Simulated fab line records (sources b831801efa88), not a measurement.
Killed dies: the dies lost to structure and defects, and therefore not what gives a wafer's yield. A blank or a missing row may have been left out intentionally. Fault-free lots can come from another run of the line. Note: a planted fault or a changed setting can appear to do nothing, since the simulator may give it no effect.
Struck lot and sound lot, side by side    flow sfq_line    14 steps out of a route of 325
Sound: the wafers L247.1, L247.2, L247.6. Struck: wafer L257.4. (L257.3, L257.6 of the same lot were not struck and are left out.) The cause comes at the end.
Per side, at each step with rows, come the tool, then ch with its chambers, and then its first start. Under that, the readings that differ: sound wafers    struck wafers    difference of the means    sigmas: that difference in standard deviations of wafers without a fault.
alike: a reading whose means differ by less than 2 such deviations, as well as words and numbers matching on both sides. not compared: withheld readings; readings where some wafer has no value; bounds like >300 that might hide an equal value; numbers whose values overlap and for which the record gives no deviation.
The two part at a step that has a row with sigmas, a row that says differs or no value, or rows on one side only. Non-overlapping numbers with no deviation appear without sigmas and do not part them. A reading missing from all wafers of one side parts the sides only when that side holds two or more wafers.

first, 6 steps without rows for these wafers: SFQ_TRILAYER_M2_LITHO_COAT_062 (resist thk 62 nm); SFQ_TRILAYER_M2_LITHO_COAT_057 (resist thk 600 nm); SFQ_TRILAYER_M2_LITHO_SOFTBAKE_061; SFQ_TRILAYER_M2_LITHO_EXPOSE_058 (exposes mask M2, target cd 500 nm); SFQ_TRILAYER_M2_LITHO_PEB_060 (peb time 60 s); SFQ_TRILAYER_M2_LITHO_DEVELOP_059 (time 60 s).
SFQ_M2_OVL_MEAS_916:
  sound: overlay-01 at day 24 07:17; struck: overlay-02 at day 28 04:49
  alike: M2_OVL
SFQ_TRILAYER_M2_BARC_OPEN_METAL_ETCH_077: etches BARC in O2, target depth 125 nm, time 41.7 s.
  sound on rie_metal-03 ch 0,1, day 24 07:19; struck on rie_metal-03 ch 1, day 28 04:51
  alike: drypump_motor_current_A, oes_product_au
  not compared: rf_hours_counter_h
SFQ_TRILAYER_M2_ETCH_METAL_ETCH_060: etches Nb in Cl2/Ar, stops on SiO2, target depth 240 nm, time 120 s.
  sound on rie_metal-03 ch 0,1, day 24 07:23; struck on rie_metal-03 ch 1, day 28 04:56
  alike: drypump_motor_current_A, oes_product_au
  not compared: rf_hours_counter_h
SFQ_TRILAYER_M2_STRIP_STRIP_061: strips in O2.
  sound on rie_metal-03 ch 0,1, day 24 07:30; struck on rie_metal-03 ch 1, day 28 05:13
  alike: drypump_motor_current_A, oes_product_au
  not compared: rf_hours_counter_h
then, 1 step without rows for these wafers: SFQ_TRILAYER_M2_STRIP_SOLV_CLEAN_062 (cleans in NMP, time 600 s).
SFQ_TRILAYER_I2_DEP_PECVD_063: deposits SiO2 from SiH4/N2O, time 111.11 s, target thk 500 nm.
  sound on pecvd-02 ch 1,2, day 24 08:17; struck on pecvd-03 ch 1, day 28 05:58
  alike: heater_power_outer_w, heater_power_w, throttle_valve_pct
SFQ_TRILAYER_I2_CMP_CMP_064: polishes SiO2.
  sound on cmp-02 ch 2,3, day 24 09:14; struck on cmp-02 ch 1, day 28 06:32
reading                 sound        struck  difference  sigmas
time_to_endpoint_s (s)  209 220 225  122     -96         -14
  alike: head_pressure_psi, motor_current_A, slurry_filter_dp_kPa, slurry_flow_ml_min
SFQ_I2_BOW_MEAS_917:
  sound: film_metro-02 at day 24 12:14; struck: film_metro-01 at day 28 09:05
  alike: I2_BOW

== WHERE THEY PART ==
Only at SFQ_TRILAYER_I2_CMP_CMP_064, as far as this record shows. Later steps at which nothing parts them and some readings are alike: SFQ_I2_BOW_MEAS_917.

WHY: whatever the simulator had introduced
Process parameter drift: cmp-02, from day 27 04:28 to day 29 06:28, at SFQ_TRILAYER_I2_CMP_CMP_064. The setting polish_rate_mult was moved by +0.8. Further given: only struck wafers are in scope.
